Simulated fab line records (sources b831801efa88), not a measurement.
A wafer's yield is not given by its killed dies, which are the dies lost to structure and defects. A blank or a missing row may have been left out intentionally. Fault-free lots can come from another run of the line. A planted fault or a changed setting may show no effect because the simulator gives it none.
Which tool was responsible? / flow gf180mcu / Sampling: 13 lots, 39 wafers, 7 of 602 route steps

WHAT THE GAUGES SHOWED, per wafer
GF_HV_LDD_TW_MEAS_11. Usual: HV_LDD_TW 2404, standard deviation 16.
lot=L466; measured=day 10 03:02; on=filmMetro-04; HV_LDD_TW=2409 2389 2401; flag=
lot=L467; measured=day 10 08:37; on=filmMetro-03; HV_LDD_TW=2417 2408 2423; flag=
lot=L469; measured=day 11 03:07; on=filmMetro-03; HV_LDD_TW=2407 2415 2403; flag=
lot=L472; measured=day 11 19:20; on=filmMetro-03; HV_LDD_TW=2419 2403 2414; flag=
lot=L474; measured=day 12 11:41; on=filmMetro-04; HV_LDD_TW=2406 2396 2387; flag=
lot=L475; measured=day 13 02:38; on=filmMetro-03; HV_LDD_TW=2396 2408 2415; flag=
lot=L482; measured=day 14 23:08; on=filmMetro-03; HV_LDD_TW=2405 2432 2421; flag=
lot=L483; measured=day 15 08:32; on=filmMetro-03; HV_LDD_TW=2420 2437 2427; flag=
lot=L484; measured=day 15 15:08; on=filmMetro-04; HV_LDD_TW=2384 2384 2391; flag=
lot=L485; measured=day 15 18:58; on=filmMetro-01; HV_LDD_TW=2388 2382 2388; flag=
lot=L486; measured=day 16 01:57; on=filmMetro-01; HV_LDD_TW=2397 2388 2380; flag=
lot=L487; measured=day 16 06:21; on=filmMetro-04; HV_LDD_TW=2380 2381 2372; flag=
lot=L489; measured=day 17 01:25; on=filmMetro-03; HV_LDD_TW=2428 2429 2433; flag=

GF_NSD_CD_MEAS_07: target cd 400 nm. Usual: 399.9 nm for cdNm, sd 2.3.
lot=L466; measured=day 13 09:29; on=cdSem-01; cdNm (nm)=398.6 399.7 398.7; flag=
lot=L467; measured=day 13 14:54; on=cdSem-02; cdNm (nm)=397.4 397.6 398.6; flag=
lot=L469; measured=day 14 13:47; on=cdSem-02; cdNm (nm)=400.6 400.2 400.4; flag=
lot=L472; measured=day 15 06:37; on=cdSem-01; cdNm (nm)=400.6 399.7 397.6; flag=
lot=L474; measured=day 16 03:01; on=cdSem-02; cdNm (nm)=- - -; flag=OFF
lot=L475; measured=day 16 22:11; on=cdSem-01; cdNm (nm)=401.7 402.3 400.5; flag=
lot=L482; measured=day 18 21:28; on=cdSem-01; cdNm (nm)=402.9 402.1 403.3; flag=
lot=L483; measured=day 19 08:19; on=cdSem-02; cdNm (nm)=397.6 401.4 398.2; flag=
lot=L484; measured=day 19 13:37; on=cdSem-01; cdNm (nm)=400.2 399.0 398.1; flag=
lot=L485; measured=day 19 20:37; on=cdSem-02; cdNm (nm)=397.5 400.3 398.1; flag=
lot=L486; measured=day 20 02:58; on=cdSem-02; cdNm (nm)=403.6 401.6 402.6; flag=
lot=L487; measured=day 20 08:26; on=cdSem-01; cdNm (nm)=399.8 400.6 399.5; flag=
lot=L489; measured=day 21 04:26; on=cdSem-02; cdNm (nm)=400.4 399.7 401.3; flag=

GF_NSD_TW_MEAS_12. Usual: NSD_TW 4239, standard deviation 28.
lot=L466; measured=day 13 10:02; on=filmMetro-03; NSD_TW=4255 4272 4275; flag=
lot=L467; measured=day 13 15:26; on=filmMetro-02; NSD_TW=4211 4217 4190; flag=
lot=L469; measured=day 14 14:19; on=filmMetro-03; NSD_TW=4247 4243 4242; flag=
lot=L472; measured=day 15 07:09; on=filmMetro-03; NSD_TW=4317 4268 4288; flag=
lot=L474; measured=day 16 03:34; on=filmMetro-03; NSD_TW=30 30 30; flag=OFF
lot=L475; measured=day 16 22:44; on=filmMetro-02; NSD_TW=4230 4226 4231; flag=
lot=L482; measured=day 18 22:02; on=filmMetro-01; NSD_TW=4245 4235 4227; flag=
lot=L483; measured=day 19 08:50; on=filmMetro-03; NSD_TW=4251 4258 4243; flag=
lot=L484; measured=day 19 14:08; on=filmMetro-03; NSD_TW=4246 4267 4248; flag=
lot=L485; measured=day 19 21:10; on=filmMetro-03; NSD_TW=4253 4253 4268; flag=
lot=L486; measured=day 20 03:29; on=filmMetro-02; NSD_TW=4227 4200 4185; flag=
lot=L487; measured=day 20 08:58; on=filmMetro-02; NSD_TW=4224 4226 4219; flag=
lot=L489; measured=day 21 04:58; on=filmMetro-01; NSD_TW=4214 4240 4240; flag=

GF_PSD_TW_MEAS_11. Usual: PSD_TW 3170, standard deviation 22.
lot=L466; measured=day 14 06:49; on=filmMetro-03; PSD_TW=3211 3210 3203; flag=
lot=L467; measured=day 14 12:07; on=filmMetro-03; PSD_TW=3189 3192 3179; flag=
lot=L469; measured=day 15 11:46; on=filmMetro-03; PSD_TW=3192 3196 3199; flag=
lot=L472; measured=day 16 05:17; on=filmMetro-02; PSD_TW=3173 3183 3167; flag=
lot=L474; measured=day 17 02:04; on=filmMetro-03; PSD_TW=4309 4274 4248; flag=OFF
lot=L475; measured=day 17 21:28; on=filmMetro-02; PSD_TW=3176 3206 3179; flag=
lot=L482; measured=day 19 23:02; on=filmMetro-02; PSD_TW=3149 3156 3145; flag=
lot=L483; measured=day 20 09:58; on=filmMetro-01; PSD_TW=3154 3167 3125; flag=
lot=L484; measured=day 20 14:29; on=filmMetro-01; PSD_TW=3157 3128 3131; flag=
lot=L485; measured=day 20 21:58; on=filmMetro-02; PSD_TW=3169 3168 3155; flag=
lot=L486; measured=day 21 03:53; on=filmMetro-03; PSD_TW=3194 3203 3193; flag=
lot=L487; measured=day 21 09:22; on=filmMetro-01; PSD_TW=3153 3157 3157; flag=
lot=L489; measured=day 22 05:22; on=filmMetro-03; PSD_TW=3170 3174 3176; flag=

WHICH TOOL RAN EACH LOT (tool, then ch and the chambers of the sampled wafers, then the start)
lot=L466; GF_POLY_GATE_ETCH_13=rieSi-02 ch 0,2,3, day 9 07:49; GF_POLY_GATE_STRIP_14=plasmaAsher-04 ch 0,1, day 9 07:52; GF_NSD_EXPOSE_04=ilineStepper-01 ch 0, day 13 00:12
lot=L467; GF_POLY_GATE_ETCH_13=rieSi-02 ch 2,3, day 9 12:22; GF_POLY_GATE_STRIP_14=plasmaAsher-02 ch 0,1, day 9 12:25; GF_NSD_EXPOSE_04=ilineStepper-01 ch 0, day 13 05:23
lot=L469; GF_POLY_GATE_ETCH_13=rieSi-02 ch 1,3, day 10 07:01; GF_POLY_GATE_STRIP_14=plasmaAsher-04 ch 0,1, day 10 07:04; GF_NSD_EXPOSE_04=ilineStepper-01 ch 0, day 14 03:38
lot=L472; GF_POLY_GATE_ETCH_13=rieSi-02 ch 0,1,2, day 10 23:19; GF_POLY_GATE_STRIP_14=plasmaAsher-02 ch 0,1, day 10 23:24; GF_NSD_EXPOSE_04=ilineStepper-02 ch 0, day 14 20:42
lot=L474; GF_POLY_GATE_ETCH_13=rieSi-01 ch 0,1,3, day 11 14:52; GF_POLY_GATE_STRIP_14=plasmaAsher-01 ch 1, day 11 14:55; GF_NSD_EXPOSE_04=ilineStepper-02 ch 0, day 15 16:02
lot=L475; GF_POLY_GATE_ETCH_13=rieSi-02 ch 0,1,3, day 12 05:37; GF_POLY_GATE_STRIP_14=plasmaAsher-02 ch 0,1, day 12 05:40; GF_NSD_EXPOSE_04=ilineStepper-01 ch 0, day 16 10:53
lot=L482; GF_POLY_GATE_ETCH_13=rieSi-02 ch 0,1,3, day 13 23:11; GF_POLY_GATE_STRIP_14=plasmaAsher-01 ch 0,1, day 13 23:14; GF_NSD_EXPOSE_04=ilineStepper-01 ch 0, day 18 09:50
lot=L483; GF_POLY_GATE_ETCH_13=rieSi-01 ch 0,2,3, day 14 09:25; GF_POLY_GATE_STRIP_14=plasmaAsher-04 ch 0,1, day 14 09:30; GF_NSD_EXPOSE_04=ilineStepper-01 ch 0, day 18 20:30
lot=L484; GF_POLY_GATE_ETCH_13=rieSi-01 ch 0,2, day 14 14:50; GF_POLY_GATE_STRIP_14=plasmaAsher-01 ch 0,1, day 14 14:55; GF_NSD_EXPOSE_04=ilineStepper-02 ch 0, day 19 02:11
lot=L485; GF_POLY_GATE_ETCH_13=rieSi-01 ch 1,2, day 14 19:55; GF_POLY_GATE_STRIP_14=plasmaAsher-01 ch 0, day 14 19:58; GF_NSD_EXPOSE_04=ilineStepper-02 ch 0, day 19 08:28
lot=L486; GF_POLY_GATE_ETCH_13=rieSi-01 ch 0,1, day 15 02:26; GF_POLY_GATE_STRIP_14=plasmaAsher-02 ch 0,1, day 15 02:31; GF_NSD_EXPOSE_04=ilineStepper-01 ch 0, day 19 14:59
lot=L487; GF_POLY_GATE_ETCH_13=rieSi-01 ch 2,3, day 15 06:22; GF_POLY_GATE_STRIP_14=plasmaAsher-01 ch 0,1, day 15 06:27; GF_NSD_EXPOSE_04=ilineStepper-02 ch 0, day 19 20:41
lot=L489; GF_POLY_GATE_ETCH_13=rieSi-01 ch 0,2,3, day 16 01:40; GF_POLY_GATE_STRIP_14=plasmaAsher-04 ch 0,1, day 16 01:43; GF_NSD_EXPOSE_04=ilineStepper-01 ch 0, day 20 16:20
- GF_POLY_GATE_ETCH_13: etches poly-Si in HBr/Cl2, stops on SiO2, target depth 198.5 nm, time 69.6 s.
- GF_POLY_GATE_STRIP_14: strips in O2/N2.
- GF_NSD_EXPOSE_04: exposes mask Nplus, target cd 400 nm.

AS READ BY THE TOOLS THEMSELVES (means over the sampled wafers that have a number; for cases with no such wafer, the mark the record gives instead)
GF_POLY_GATE_ETCH_13. Usual: biasW 100.0 W, standard deviation 0.32; drypumpMotorCurrentA 5.4 A, standard deviation 0.38; oesProductAu 0.987 a.u., standard deviation 0.011; throttleValvePct 33.684 %, standard deviation 0.0098.
lot=L466; tool=rieSi-02; biasW (W)=100.4; drypumpMotorCurrentA (A)=5.0; oesProductAu (a.u.)=0.988; throttleValvePct (%)=33.684; flag=
lot=L467; tool=rieSi-02; biasW (W)=100.2; drypumpMotorCurrentA (A)=4.9; oesProductAu (a.u.)=1.001; throttleValvePct (%)=33.687; flag=
lot=L469; tool=rieSi-02; biasW (W)=100.0; drypumpMotorCurrentA (A)=5.7; oesProductAu (a.u.)=0.973; throttleValvePct (%)=33.693; flag=
lot=L472; tool=rieSi-02; biasW (W)=100.0; drypumpMotorCurrentA (A)=5.4; oesProductAu (a.u.)=0.983; throttleValvePct (%)=33.680; flag=
lot=L474; tool=rieSi-01; biasW (W)=99.9; drypumpMotorCurrentA (A)=5.4; oesProductAu (a.u.)=0.988; throttleValvePct (%)=33.678; flag=
lot=L475; tool=rieSi-02; biasW (W)=100.1; drypumpMotorCurrentA (A)=5.3; oesProductAu (a.u.)=0.989; throttleValvePct (%)=33.693; flag=
lot=L482; tool=rieSi-02; biasW (W)=99.9; drypumpMotorCurrentA (A)=5.3; oesProductAu (a.u.)=0.991; throttleValvePct (%)=33.692; flag=
lot=L483; tool=rieSi-01; biasW (W)=99.9; drypumpMotorCurrentA (A)=5.4; oesProductAu (a.u.)=0.988; throttleValvePct (%)=33.684; flag=
lot=L484; tool=rieSi-01; biasW (W)=99.8; drypumpMotorCurrentA (A)=5.6; oesProductAu (a.u.)=0.998; throttleValvePct (%)=33.671; flag=
lot=L485; tool=rieSi-01; biasW (W)=100.1; drypumpMotorCurrentA (A)=5.5; oesProductAu (a.u.)=0.989; throttleValvePct (%)=33.681; flag=
lot=L486; tool=rieSi-01; biasW (W)=100.1; drypumpMotorCurrentA (A)=5.6; oesProductAu (a.u.)=0.992; throttleValvePct (%)=33.680; flag=
lot=L487; tool=rieSi-01; biasW (W)=100.2; drypumpMotorCurrentA (A)=5.3; oesProductAu (a.u.)=0.986; throttleValvePct (%)=33.676; flag=
lot=L489; tool=rieSi-01; biasW (W)=100.2; drypumpMotorCurrentA (A)=5.4; oesProductAu (a.u.)=0.989; throttleValvePct (%)=33.697; flag=

GF_POLY_GATE_STRIP_14. Usual: drypumpMotorCurrentA 5.9 A, standard deviation 0.38; heaterPowerW 321 W, standard deviation 24; oesProductAu 0.504 a.u., standard deviation 0.0047.
lot=L466; tool=plasmaAsher-04; drypumpMotorCurrentA (A)=5.5; heaterPowerW (W)=322; oesProductAu (a.u.)=0.506; flag=
lot=L467; tool=plasmaAsher-02; drypumpMotorCurrentA (A)=6.1; heaterPowerW (W)=334; oesProductAu (a.u.)=0.505; flag=
lot=L469; tool=plasmaAsher-04; drypumpMotorCurrentA (A)=5.9; heaterPowerW (W)=331; oesProductAu (a.u.)=0.506; flag=
lot=L472; tool=plasmaAsher-02; drypumpMotorCurrentA (A)=6.1; heaterPowerW (W)=335; oesProductAu (a.u.)=0.506; flag=
lot=L474; tool=plasmaAsher-01; drypumpMotorCurrentA (A)=6.3; heaterPowerW (W)=279; oesProductAu (a.u.)=0.503; flag=
lot=L475; tool=plasmaAsher-02; drypumpMotorCurrentA (A)=6.1; heaterPowerW (W)=342; oesProductAu (a.u.)=0.506; flag=
lot=L482; tool=plasmaAsher-01; drypumpMotorCurrentA (A)=5.8; heaterPowerW (W)=310; oesProductAu (a.u.)=0.504; flag=
lot=L483; tool=plasmaAsher-04; drypumpMotorCurrentA (A)=5.8; heaterPowerW (W)=332; oesProductAu (a.u.)=0.504; flag=
lot=L484; tool=plasmaAsher-01; drypumpMotorCurrentA (A)=5.8; heaterPowerW (W)=308; oesProductAu (a.u.)=0.504; flag=
lot=L485; tool=plasmaAsher-01; drypumpMotorCurrentA (A)=5.6; heaterPowerW (W)=323; oesProductAu (a.u.)=0.509; flag=
lot=L486; tool=plasmaAsher-02; drypumpMotorCurrentA (A)=6.0; heaterPowerW (W)=343; oesProductAu (a.u.)=0.503; flag=
lot=L487; tool=plasmaAsher-01; drypumpMotorCurrentA (A)=6.1; heaterPowerW (W)=293; oesProductAu (a.u.)=0.504; flag=
lot=L489; tool=plasmaAsher-04; drypumpMotorCurrentA (A)=5.5; heaterPowerW (W)=316; oesProductAu (a.u.)=0.509; flag=

THE ANSWER, worked out from the rows above alone
Rule: take the mean of a lot's wafers that have a number; if it is more than 3 standard deviations from the usual mean, the lot is off. Also off: a lot with no number at a reading for which 4 or more lots have one. All remaining lots with rows at the step are treated as sound. Order of review: gauges by route order, followed by the tools' own readings, for which a lot's mean as printed above is used. The first step at which some lot is off is used, and at that step the reading that is off furthest; a lot without a number counts as furthest.
Off: L474, at GF_NSD_CD_MEAS_07 (cdNm). Without a number there: L474.
A tool fits if, at a process step before that reading, it ran every lot that is off, and no sound lot after the first of them. Not tried: the gauges at GF_NSD_CD_MEAS_07; whatever is off there is also off at GF_NSD_TW_MEAS_12, on other tools, and gauge error can't account for it. No candidate that was tried fits.

WHAT THE SIMULATOR HAD INSERTED
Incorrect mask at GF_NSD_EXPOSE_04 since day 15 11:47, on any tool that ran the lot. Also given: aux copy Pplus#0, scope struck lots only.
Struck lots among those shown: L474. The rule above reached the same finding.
